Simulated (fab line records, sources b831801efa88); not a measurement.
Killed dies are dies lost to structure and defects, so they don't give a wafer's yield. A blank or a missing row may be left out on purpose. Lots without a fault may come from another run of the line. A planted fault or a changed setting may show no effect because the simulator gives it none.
A struck lot beside a sound one | flow sky130 | 19 steps out of a route of 708
Sound: wafers L447.2, L447.3, L447.6. Struck: wafers L454.2, L454.3, L454.5. The cause comes at the end.
At each step with rows: each side's tool, then ch and its chambers, then its first start. Under that, the readings that differ: sound wafers | struck wafers | difference of the means | sigmas: that difference in standard deviations of wafers without a fault.
alike: readings whose means differ by less than 2 such deviations, and words and numbers that are the same on both sides. not compared: withheld readings, readings that some wafer has no value for, bounds like >300 that may hide the same value, and numbers for which the record gives no deviation and whose values overlap.
The two part at a step that has a row with sigmas, a row that says differs or no value, or rows on one side only. Numbers that don't overlap but have no deviation are shown without sigmas and don't part them. A reading that every wafer of one side lacks parts them only if that side has two wafers or more.

SKY_METAL3_SPUTTER_02: material AlCu, target thk 735 nm, time 39.1 s.
  sound on pvd_sputter-04, day 40 10:33; struck on pvd_sputter-02, day 42 00:38
  alike: cathode_dc_power_W, throttle_valve_pct
SKY_METAL3_SPUTTER_03: material Ti, target thk 5 nm, time 3.3 s.
  sound on pvd_sputter-04, day 40 10:35; struck on pvd_sputter-02, day 42 00:40
  alike: cathode_dc_power_W, throttle_valve_pct
SKY_METAL3_SPUTTER_04: material TiN, target thk 70 nm, time 58.3 s.
  sound on pvd_sputter-04, day 40 10:37; struck on pvd_sputter-02, day 42 00:41
  alike: cathode_dc_power_W, throttle_valve_pct
SKY_CAPM_CVD_00: deposits SiO2, target thk 15.5 nm.
  sound on pecvd-03 ch 0,1,2, day 40 10:40; struck on pecvd-03 ch 0,1,2, day 42 00:44
  alike: heater_power_w
SKY_CAPM_THK_MEAS_01:
  sound on film_metro-03, day 40 10:41; struck on film_metro-03, day 42 00:46
  alike: CAPM_CVD_00_THK
then, 1 step without rows for these wafers: SKY_CAPM_SPUTTER_02 (material TiN, target thk 200 nm, time 166.7 s).
SKY_CAPM_RS_MEAS_03: measures by four-point-probe.
  sound on film_metro-02, day 40 10:52; struck on film_metro-02, day 42 00:57
  alike: CAPM_TIN_RS
SKY_CAPM_THK_MEAS_04: measures by xrf.
  sound on film_metro-02, day 40 10:59; struck on film_metro-02, day 42 01:04
  alike: CAPM_TIN_THK
then, 4 steps without rows for these wafers: SKY_CAPM_DEHYDRATE_05 (time 60 s); SKY_CAPM_HMDS_06 (prime time 60 s); SKY_CAPM_COAT_07 (resist thk 1140 nm); SKY_CAPM_SOFTBAKE_08 (time 60 s).
SKY_CAPM_EXPOSE_09: exposes mask CAPM, target cd 1000 nm.
  sound on iline_stepper-01 ch 0, day 40 23:25; struck on iline_stepper-02 ch 0, day 42 12:12
  reading              | sound                | struck               | difference | sigmas
  exposure_dose_mJ_cm2 | 159.23 159.02 159.06 | 156.24 156.03 156.20 | -2.95      | -17
  alike: mask, reticle_temp_C
then, 2 steps without rows for these wafers: SKY_CAPM_PEB_10; SKY_CAPM_DEVELOP_11 (develop time 60 s).
SKY_CAPM_OVL_MEAS_12:
  sound on overlay-01, day 41 10:29; struck on overlay-02, day 42 23:53
  alike: CAPM_OVL
SKY_CAPM_METAL_ETCH_13: etches TiN in Cl2/BCl3, stops on SiO2, target depth 220 nm, time 62.9 s.
  sound on rie_metal-01 ch 0, day 41 10:31; struck on rie_metal-03 ch 0, day 42 23:56
  reading                      | sound          | struck         | difference | sigmas
  he_backside_leak_sccm (sccm) | 2.91 2.94 3.21 | 3.57 3.78 3.60 | +0.63      | +2
  model.CAPM.cd_nm (nm)        | 1003 1000 1003 | 1006 1006 1007 | +4         |
  alike: bcl3_flow_sccm, drypump_motor_current_A, oes_product_au, throttle_valve_pct
  not compared: rf_hours_counter_h
SKY_CAPM_STRIP_14: strips in O2/N2.
  sound on plasma_asher-01 ch 0,1, day 41 10:35; struck on plasma_asher-04 ch 0, day 43 00:04
  alike: drypump_motor_current_A, oes_product_au, strip_time_to_endpoint_s
  not compared: rf_hours_counter_h
-- the record jumps here: 7 days lie between the struck wafers' starts before and after (it left off in module CAPM and takes up again in module PAD_OPEN, whose first step shown is number 708 of the route) --
SKY_PAD_OPEN_PROBE_99:
  the record has rows for the struck wafers here (prober-02, day 50 04:41) and none for the sound ones

WHERE THEY PART
First at SKY_CAPM_EXPOSE_09; last, within this record, at SKY_PAD_OPEN_PROBE_99.

WHY: what the simulator had put in
Process parameter drift: iline_stepper-02, from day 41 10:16 on, at SKY_CAPM_EXPOSE_09. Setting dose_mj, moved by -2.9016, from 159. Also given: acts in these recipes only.
